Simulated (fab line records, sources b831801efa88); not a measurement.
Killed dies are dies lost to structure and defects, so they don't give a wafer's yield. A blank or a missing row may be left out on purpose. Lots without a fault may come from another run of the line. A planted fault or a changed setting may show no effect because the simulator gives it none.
A struck lot beside a sound one | flow sky130 | 15 steps out of a route of 708
Sound: wafers L163.1, L163.3, L163.5. Struck: wafers L176.3, L176.5, L176.6. The cause comes at the end.
At each step with rows: each side's tool, then ch and its chambers, then its first start. Under that, the readings that differ: sound wafers | struck wafers | difference of the means | sigmas: that difference in standard deviations of wafers without a fault.
alike: readings whose means differ by less than 2 such deviations, and words and numbers that are the same on both sides. not compared: withheld readings, readings that some wafer has no value for, bounds like >300 that may hide the same value, and numbers for which the record gives no deviation and whose values overlap.
The two part at a step that has a row with sigmas, a row that says differs or no value, or rows on one side only. Numbers that don't overlap but have no deviation are shown without sigmas and don't part them. A reading that every wafer of one side lacks parts them only if that side has two wafers or more.

SKY_POLY_GATE_THK_MEAS_21:
  sound on film_metro-03, day 17 19:53; struck on film_metro-02, day 22 04:48
  alike: POLY_GATE_OXIDATION_THK
SKY_POLY_GATE_CD_MEAS_22:
  sound on cd_sem-02, day 17 19:56; struck on cd_sem-01, day 22 04:54
  alike: cd_nm
then, 7 steps without rows for these wafers: SKY_LDD_N_DEHYDRATE_00 (time 60 s); SKY_LDD_N_HMDS_01 (prime time 60 s); SKY_LDD_N_COAT_02 (resist thk 300 nm); SKY_LDD_N_SOFTBAKE_03 (time 60 s); SKY_LDD_N_EXPOSE_04 (exposes mask NTM, target cd 840 nm); SKY_LDD_N_PEB_05; SKY_LDD_N_DEVELOP_06 (develop time 60 s).
SKY_LDD_N_OVL_MEAS_07:
  sound on overlay-02, day 19 02:36; struck on overlay-01, day 23 11:11
  alike: LDD_N_OVL
then, 2 steps without rows for these wafers: SKY_LDD_N_IMPLANT_08; SKY_LDD_N_IMPLANT_09.
SKY_LDD_N_IMPLANT_10:
  sound on implanter-02 ch 0, day 19 02:56; struck on implanter-02 ch 0, day 23 11:34
  reading            | sound                         | struck                       | difference | sigmas
  dose_ions_cm2      | 7.499e+13 7.501e+13 7.492e+13 | 6.39e+13 6.389e+13 6.379e+13 | -1.11e+13  | -99 or more
  faraday_current_uA | 416 422 404                   | 366 349 356                  | -57        | -7
then, 1 step without rows for these wafers: SKY_LDD_N_IMPLANT_11.
-- the record jumps here: 26 days lie between the struck wafers' starts before and after (it left off in module LDD_N and takes up again in module PAD_OPEN, whose first step shown is number 708 of the route) --
SKY_PAD_OPEN_PROBE_99:
  sound on prober-02, day 46 17:09; struck on prober-02, day 49 10:08
  reading                     | sound             | struck            | difference | sigmas
  model.etest.tip_n.rs_ohm_sq | 443.4 440.4 441.6 | 450.6 453.3 453.3 | +10.6      |
  alike: killed_at_M0_to_M3, killed_at_M4_up, killed_at_contacts, killed_at_front_end, killed_at_other, killed_dies, killed_open, killed_short

WHERE THEY PART
Only at SKY_LDD_N_IMPLANT_10, within this record. Later steps at which nothing parts them and some readings are alike: SKY_PAD_OPEN_PROBE_99.

WHY: what the simulator had put in
Process parameter drift: implanter-02, from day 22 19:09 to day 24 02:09, at SKY_LDD_N_IMPLANT_10. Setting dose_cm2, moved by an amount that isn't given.
